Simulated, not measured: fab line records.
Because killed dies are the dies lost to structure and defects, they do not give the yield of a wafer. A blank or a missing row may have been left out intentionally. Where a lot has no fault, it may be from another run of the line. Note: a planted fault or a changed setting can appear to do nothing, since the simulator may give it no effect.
Matching of chambers	flow gf180mcu	GF_V1_CVD_02 on pecvd-02: 3 sister chambers
The step deposits SiO2 from TEOS, target thk 850 nm, time 94.851 s. 6 wafers are shown with their chamber, then 9 later ones without.

EACH WAFER AND ITS CHAMBER
wafer	chamber	heater_power_w (W)	heater_power_outer_w (W)
L084.1	0	771	442
L084.5	2	494	265
L084.6	1	942	581
L085.1	1	1062	633
L085.2	2	638	366
L085.4	0	717	415

WAFERS WITHOUT THEIR CHAMBER
wafer	heater_power_w (W)	heater_power_outer_w (W)
L087.1	950	574
L087.2	526	303
L087.4	1021	609
L089.2	726	423
L089.4	1029	644
L089.6	591	359
L094.1	894	519
L094.2	724	415
L094.3	516	289

THE CHAMBER EACH PASSED THROUGH
wafer	from the rows above	in truth
L087.1	1	1
L087.2	2	2
L087.4	1	1
L089.2	0	0
L089.4	1	1
L089.6	can't be placed: 2 or 0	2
L094.1	can't be placed: 1 or 0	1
L094.2	0	0
L094.3	2	2
Placed correctly: 7 of 9. From these rows, 2 cannot be placed; in 2 the true chamber is one of the candidates. Number placed wrongly: 0.
How it was worked out, from the rows above alone: a wafer's distance from a chamber is the root of the sum, over the readings, of the square of ((its reading less the chamber's mean) divided by the reading's scatter). The wafer belongs to the nearest chamber; if the next one is less than 2 further off, it can't be placed. Each chamber's mean is taken over the wafers shown for it. The scatter is the square root of a quotient: the sum, over the shown wafers, of each reading's squared deviation from its chamber's mean, divided by wafers minus chambers.
